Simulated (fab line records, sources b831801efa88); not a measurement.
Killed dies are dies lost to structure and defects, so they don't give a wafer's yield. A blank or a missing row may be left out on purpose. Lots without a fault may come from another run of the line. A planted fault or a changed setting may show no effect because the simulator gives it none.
Which tool did it? | flow gf180mcu | 13 lots, 39 wafers sampled, at 4 steps of a route of 602

WHAT THE GAUGES READ, wafer by wafer
GF_M5_OVL_MEAS_08. Usual: M5_OVL -1 nm, standard deviation 6.
lot  | measured     | on         | M5_OVL (nm) | flag
L604 | day 26 04:43 | overlay-02 | -1 -3 4     |
L606 | day 26 18:46 | overlay-02 | 2 2 2       |
L607 | day 27 07:22 | overlay-01 | -3 -3 8     |
L609 | day 27 18:23 | overlay-02 | -5 -9 -14   |
L610 | day 28 05:44 | overlay-02 | 6 -1 8      |
L611 | day 28 12:52 | overlay-01 | 3 4 1       |
L612 | day 28 17:49 | overlay-02 | 2 -4 0      |
L613 | day 29 04:28 | overlay-02 | 3 -2 6      |
L618 | day 30 12:10 | overlay-02 | -8 -3 -10   |
L619 | day 30 18:28 | overlay-01 | 3 4 5       |
L620 | day 31 07:40 | overlay-01 | 4 0 -3      |
L622 | day 31 13:37 | overlay-01 | -13 -5 -11  |
L624 | day 32 04:40 | overlay-01 | 0 -1 -4     |

GF_V5_BOW_MEAS_05. Usual: V5_BOW 134 um, standard deviation 8.4.
lot  | measured     | on            | V5_BOW (um) | flag
L604 | day 26 06:02 | film_metro-01 | 144 155 133 |
L606 | day 26 20:06 | film_metro-03 | 129 125 120 |
L607 | day 27 08:46 | film_metro-01 | 140 135 118 |
L609 | day 27 19:46 | film_metro-01 | 125 133 130 |
L610 | day 28 07:04 | film_metro-04 | 137 130 141 |
L611 | day 28 14:11 | film_metro-04 | 143 125 141 |
L612 | day 28 19:07 | film_metro-03 | 135 146 130 |
L613 | day 29 05:46 | film_metro-04 | 146 135 135 |
L618 | day 30 13:32 | film_metro-04 | 140 140 131 |
L619 | day 30 19:47 | film_metro-04 | 126 131 133 |
L620 | day 31 09:26 | film_metro-03 | 115 123 126 |
L622 | day 31 14:55 | film_metro-03 | 133 135 138 |
L624 | day 32 06:06 | film_metro-01 | 123 137 117 |

GF_TOP_METAL_CD_MEAS_14: target cd 440 nm. Usual: cd_nm 440.5 nm, standard deviation 2.3.
lot  | measured     | on        | cd_nm (nm)        | flag
L604 | day 28 00:41 | cd_sem-01 | 436.9 439.3 439.6 |
L606 | day 28 13:44 | cd_sem-01 | 440.0 439.4 439.9 |
L607 | day 29 01:10 | cd_sem-02 | 441.2 437.6 439.1 |
L609 | day 29 11:23 | cd_sem-02 | 439.9 439.5 438.8 |
L610 | day 29 23:31 | cd_sem-02 | 440.2 438.6 438.0 |
L611 | day 30 10:34 | cd_sem-02 | 440.5 440.4 441.0 |
L612 | day 30 11:00 | cd_sem-02 | 439.1 440.4 439.6 |
L613 | day 30 17:48 | cd_sem-01 | 437.6 437.6 438.8 |
L618 | day 32 02:13 | cd_sem-02 | 421.5 419.6 424.2 | OFF
L619 | day 32 07:45 | cd_sem-01 | 422.6 424.6 424.1 | OFF
L620 | day 32 20:49 | cd_sem-01 | 425.7 425.4 426.2 | OFF
L622 | day 33 02:03 | cd_sem-01 | 441.4 438.9 441.7 |
L624 | day 33 15:31 | cd_sem-02 | 442.1 442.7 441.1 |

WHICH TOOL RAN EACH LOT (tool, then ch and the chambers of the sampled wafers, then the start)
lot  | GF_TOP_METAL_EXPOSE_11
L604 | iline_stepper-01 ch 0, day 27 15:30
L606 | iline_stepper-01 ch 0, day 28 04:04
L607 | iline_stepper-01 ch 0, day 28 15:34
L609 | iline_stepper-02 ch 0, day 29 02:23
L610 | iline_stepper-02 ch 0, day 29 13:58
L611 | iline_stepper-02 ch 0, day 30 03:01
L612 | iline_stepper-02 ch 0, day 30 03:21
L613 | iline_stepper-02 ch 0, day 30 10:06
L618 | iline_stepper-02 ch 0, day 31 17:22
L619 | iline_stepper-02 ch 0, day 32 01:02
L620 | iline_stepper-02 ch 0, day 32 12:16
L622 | iline_stepper-01 ch 0, day 32 19:10
L624 | iline_stepper-01 ch 0, day 33 08:17
- GF_TOP_METAL_EXPOSE_11: exposes mask MetalTop, target cd 440 nm.

WHAT THE TOOLS THEMSELVES READ (means of the sampled wafers that have a number; where no wafer has one, the mark that the record gives instead)
GF_TOP_METAL_EXPOSE_11. Usual: exposure_dose_mJ_cm2 169.83, standard deviation 0.19.
lot  | tool             | exposure_dose_mJ_cm2 | flag
L604 | iline_stepper-01 | 169.92               |
L606 | iline_stepper-01 | 169.98               |
L607 | iline_stepper-01 | 169.88               |
L609 | iline_stepper-02 | 169.68               |
L610 | iline_stepper-02 | 169.80               |
L611 | iline_stepper-02 | 169.91               |
L612 | iline_stepper-02 | 169.90               |
L613 | iline_stepper-02 | 169.77               |
L618 | iline_stepper-02 | 181.81               | OFF
L619 | iline_stepper-02 | 181.40               | OFF
L620 | iline_stepper-02 | 177.22               | OFF
L622 | iline_stepper-01 | 170.02               |
L624 | iline_stepper-01 | 170.03               |

THE ANSWER, worked out from the rows above alone
Rule: a lot is off if the mean of its wafers that have a number lies more than 3 standard deviations from the usual mean. A lot without any number at a reading at which 4 lots or more have one is off too. The other lots that the step has rows for count as sound. The gauges are gone through in route order, then the tools' own readings, and for those a lot's mean is taken as printed above. The first step at which some lot is off is used, and at that step the reading that is off furthest; a lot without a number counts as furthest.
Off: L618, L619, L620, at GF_TOP_METAL_CD_MEAS_14 (cd_nm).
A tool fits if, at a process step before that reading, it ran every lot that is off, and no sound lot after the first of them. The gauges at GF_TOP_METAL_CD_MEAS_14 aren't tried: what is off there is off at GF_TOP_METAL_EXPOSE_11 too, on other tools, and a gauge's error can't cause that. One fits: iline_stepper-02 at GF_TOP_METAL_EXPOSE_11. Its last sound lot is L613 (day 30 10:06), its first lot that is off L618 (day 31 17:22): a fault that began between those two fits.
The tool's own readings at GF_TOP_METAL_EXPOSE_11 bear it out: on the lots that are off they differ by more than 5 times the standard deviation of the sound lots' means. exposure_dose_mJ_cm2 reads 180.14 there against 169.89 on the sound lots.

WHAT THE SIMULATOR HAD PUT IN
Process parameter drift: iline_stepper-02, from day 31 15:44 on, at GF_TOP_METAL_EXPOSE_11. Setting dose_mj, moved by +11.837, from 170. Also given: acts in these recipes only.
Lots struck among those shown: L618, L619, L620. The rule above found the same.
